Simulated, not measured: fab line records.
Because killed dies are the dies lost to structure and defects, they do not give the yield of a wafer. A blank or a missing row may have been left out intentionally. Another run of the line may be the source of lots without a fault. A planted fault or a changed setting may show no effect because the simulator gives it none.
Which tool did it? + flow gf180mcu + Sampling: 14 lots, 42 wafers, 4 of 602 route steps

WHAT THE GAUGES SHOWED, per wafer
GF_PASSIVATION_THK_MEAS_03. Usual: PASSIVATION_CVD_02_THK 701 nm, standard deviation 9.
| lot  | measured     | on            | PASSIVATION_CVD_02_THK (nm) | flag |
|------|--------------|---------------|-----------------------------|------|
| L777 | day 28 01:32 | film_metro-02 | 702 717 706                 |      |
| L778 | day 28 09:17 | film_metro-04 | 691 697 704                 |      |
| L779 | day 28 18:39 | film_metro-02 | 707 713 706                 |      |
| L780 | day 28 20:26 | film_metro-04 | 697 705 714                 |      |
| L783 | day 29 22:40 | film_metro-04 | 702 712 706                 |      |
| L784 | day 30 03:30 | film_metro-02 | 698 698 703                 |      |
| L785 | day 30 13:33 | film_metro-02 | 694 689 711                 |      |
| L786 | day 30 20:59 | film_metro-02 | 700 685 707                 |      |
| L791 | day 32 06:50 | film_metro-02 | 688 706 705                 |      |
| L795 | day 33 07:50 | film_metro-02 | 695 717 710                 |      |
| L796 | day 33 09:41 | film_metro-01 | 697 703 704                 |      |
| L797 | day 33 17:26 | film_metro-01 | 696 720 710                 |      |
| L799 | day 34 05:55 | film_metro-01 | 699 700 711                 |      |
| L800 | day 34 08:22 | film_metro-01 | 699 710 709                 |      |

TOOL THAT RAN EACH LOT (tool first, then ch and the chambers of the sampled wafers, then the start)
| lot  | GF_MIM_SPUTTER_03            | GF_MIM_CVD_05                   | GF_PASSIVATION_CVD_02           |
|------|------------------------------|---------------------------------|---------------------------------|
| L777 | pvd_sputter-01, day 24 09:14 | pecvd-03 ch 0,2, day 24 09:18   | pecvd-04 ch 0,2, day 28 01:14   |
| L778 | pvd_sputter-01, day 24 18:22 | pecvd-01 ch 1,2, day 24 18:26   | pecvd-03 ch 1,2, day 28 08:59   |
| L779 | pvd_sputter-04, day 25 04:29 | pecvd-01 ch 0,1,2, day 25 04:33 | pecvd-03 ch 0,1,2, day 28 18:28 |
| L780 | pvd_sputter-04, day 25 05:25 | pecvd-03 ch 0,1, day 25 05:29   | pecvd-02 ch 0,1, day 28 20:08   |
| L783 | pvd_sputter-01, day 26 12:02 | pecvd-01 ch 0,1,2, day 26 12:05 | pecvd-04 ch 0,1,2, day 29 22:22 |
| L784 | pvd_sputter-01, day 26 17:20 | pecvd-03 ch 0,1,2, day 26 17:23 | pecvd-03 ch 0,1,2, day 30 03:13 |
| L785 | pvd_sputter-02, day 27 04:26 | pecvd-03 ch 0,1,2, day 27 04:29 | pecvd-03 ch 0,1,2, day 30 13:16 |
| L786 | pvd_sputter-01, day 27 11:29 | pecvd-01 ch 0,1,2, day 27 11:33 | pecvd-02 ch 0,1,2, day 30 20:41 |
| L791 | pvd_sputter-02, day 29 02:10 | pecvd-02 ch 1,2, day 29 02:14   | pecvd-02 ch 0,1,2, day 32 06:31 |
| L795 | pvd_sputter-01, day 30 06:56 | pecvd-02 ch 1,2, day 30 07:00   | pecvd-02 ch 0,1,2, day 33 07:32 |
| L796 | pvd_sputter-04, day 30 08:10 | pecvd-03 ch 0,1,2, day 30 08:14 | pecvd-02 ch 0,2, day 33 09:23   |
| L797 | pvd_sputter-02, day 30 16:41 | pecvd-01 ch 0,1, day 30 16:44   | pecvd-04 ch 0,1,2, day 33 17:08 |
| L799 | pvd_sputter-02, day 31 08:13 | pecvd-02 ch 0,1,2, day 31 08:16 | pecvd-04 ch 1,2, day 34 05:37   |
| L800 | pvd_sputter-04, day 31 10:19 | pecvd-03 ch 1,2, day 31 10:23   | pecvd-04 ch 1,2, day 34 08:05   |
- GF_MIM_SPUTTER_03: material Ti, target thk 10 nm, time 6.7 s.
- GF_MIM_CVD_05: deposits Si3N4, target thk 42 nm, time 29.086 s.
- GF_PASSIVATION_CVD_02: deposits Si3N4, target thk 700 nm, time 486.18 s.

WHAT THE TOOLS THEMSELVES READ (means of the sampled wafers that have a number; where no wafer has one, the mark that the record gives instead)
GF_MIM_SPUTTER_03. Usual: throttle_valve_pct reads 30.4 % (standard deviation 0.75).
| lot  | tool           | throttle_valve_pct (%) | flag |
|------|----------------|------------------------|------|
| L777 | pvd_sputter-01 | 30.5                   |      |
| L778 | pvd_sputter-01 | 30.2                   |      |
| L779 | pvd_sputter-04 | 30.1                   |      |
| L780 | pvd_sputter-04 | 30.0                   |      |
| L783 | pvd_sputter-01 | 30.2                   |      |
| L784 | pvd_sputter-01 | 31.0                   |      |
| L785 | pvd_sputter-02 | 30.7                   |      |
| L786 | pvd_sputter-01 | 30.6                   |      |
| L791 | pvd_sputter-02 | 30.4                   |      |
| L795 | pvd_sputter-01 | 30.2                   |      |
| L796 | pvd_sputter-04 | 29.8                   |      |
| L797 | pvd_sputter-02 | 31.2                   |      |
| L799 | pvd_sputter-02 | 30.4                   |      |
| L800 | pvd_sputter-04 | 30.3                   |      |

GF_MIM_CVD_05. Usual: heater_power_w reads 647 W (standard deviation 96).
| lot  | tool     | heater_power_w (W) | flag |
|------|----------|--------------------|------|
| L777 | pecvd-03 | 710                |      |
| L778 | pecvd-01 | 711                |      |
| L779 | pecvd-01 | 637                |      |
| L780 | pecvd-03 | 667                |      |
| L783 | pecvd-01 | 612                |      |
| L784 | pecvd-03 | 670                |      |
| L785 | pecvd-03 | 638                |      |
| L786 | pecvd-01 | 600                |      |
| L791 | pecvd-02 | 613                |      |
| L795 | pecvd-02 | 629                |      |
| L796 | pecvd-03 | 699                |      |
| L797 | pecvd-01 | 666                |      |
| L799 | pecvd-02 | 645                |      |
| L800 | pecvd-03 | 639                |      |

GF_PASSIVATION_CVD_02. Usual: heater_power_w reads 737 W (standard deviation 93).
| lot  | tool     | heater_power_w (W) | flag |
|------|----------|--------------------|------|
| L777 | pecvd-04 | 863                |      |
| L778 | pecvd-03 | 756                |      |
| L779 | pecvd-03 | 700                |      |
| L780 | pecvd-02 | 758                |      |
| L783 | pecvd-04 | 785                |      |
| L784 | pecvd-03 | 747                |      |
| L785 | pecvd-03 | 727                |      |
| L786 | pecvd-02 | 724                |      |
| L791 | pecvd-02 | 725                |      |
| L795 | pecvd-02 | 693                |      |
| L796 | pecvd-02 | 640                |      |
| L797 | pecvd-04 | 761                |      |
| L799 | pecvd-04 | 780                |      |
| L800 | pecvd-04 | 764                |      |

THE ANSWER, worked out from the rows above alone
Rule: a lot counts as off when the mean over its wafers that have a number is more than 3 standard deviations away from the usual mean. A lot without any number at a reading at which 4 lots or more have one is off too. Where the step has rows for the other lots, those lots are counted as sound. First the gauges in route order, then the tools' own readings, where a lot's mean is used as printed above. At the first step where some lot is off, the reading lying furthest off is the one used; lots without a number count as furthest.
No lot is off on any of the readings shown, so nothing can be concluded from this.

WHAT THE SIMULATOR HAD INSERTED
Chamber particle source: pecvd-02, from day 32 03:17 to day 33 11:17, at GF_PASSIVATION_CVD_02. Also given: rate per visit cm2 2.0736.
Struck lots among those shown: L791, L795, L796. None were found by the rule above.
